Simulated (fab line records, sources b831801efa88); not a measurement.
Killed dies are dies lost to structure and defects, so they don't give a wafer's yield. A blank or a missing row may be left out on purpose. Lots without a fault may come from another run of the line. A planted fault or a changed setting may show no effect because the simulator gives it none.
Which tool did it? | flow gf180mcu | 7 lots, 21 wafers sampled, at 2 steps of a route of 602

WHAT THE GAUGES READ, wafer by wafer
GF_MIM_RS_MEAS_10: measures by four-point-probe.
lot  | measured     | on            | MIM_ALCU_RS (ohm/sq)
L512 | day 24 20:22 | film_metro-01 | 0.1579 0.1599 0.1604
L514 | day 25 12:13 | film_metro-03 | 0.1589 0.1611 0.1583
L520 | day 27 16:47 | film_metro-01 | 0.1603 0.1602 0.1612
L523 | day 28 13:17 | film_metro-04 | 0.1595 0.1592 0.1605
L527 | day 29 14:44 | film_metro-03 | 0.1572 0.1574 0.1554
L529 | day 30 05:07 | film_metro-03 | 0.1622 0.1614 0.1607
L533 | day 31 04:13 | film_metro-01 | 0.1579 0.1600 0.1576

WHICH TOOL RAN EACH LOT (tool, then ch and the chambers of the sampled wafers, then the start)
lot  | GF_MIM_SPUTTER_02
L512 | pvd_sputter-02, day 24 20:05
L514 | pvd_sputter-03, day 25 11:55
L520 | pvd_sputter-03, day 27 16:30
L523 | pvd_sputter-03, day 28 13:00
L527 | pvd_sputter-03, day 29 14:28
L529 | pvd_sputter-04, day 30 04:49
L533 | pvd_sputter-03, day 31 03:54
- GF_MIM_SPUTTER_02: material AlCu, target thk 450 nm, time 23.9 s.

THE ANSWER, worked out from the rows above alone
Rule: what is usual is taken from the lots themselves. Put in order of their means at a reading, lots are off if they are a third of the lots or fewer, leave a main group of 4 or more, and stand apart from it by a gap of 3 or more times the standard deviation of the main group's means; of several such gaps the widest counts. A main group whose means are all the same, to the digits that the tables above print for the reading, isn't used. A lot without any number at a reading at which 4 lots or more have one is off too. The other lots that the step has rows for count as sound.
No lot is off at any reading shown: from this, nothing can be told.

WHAT THE SIMULATOR HAD PUT IN
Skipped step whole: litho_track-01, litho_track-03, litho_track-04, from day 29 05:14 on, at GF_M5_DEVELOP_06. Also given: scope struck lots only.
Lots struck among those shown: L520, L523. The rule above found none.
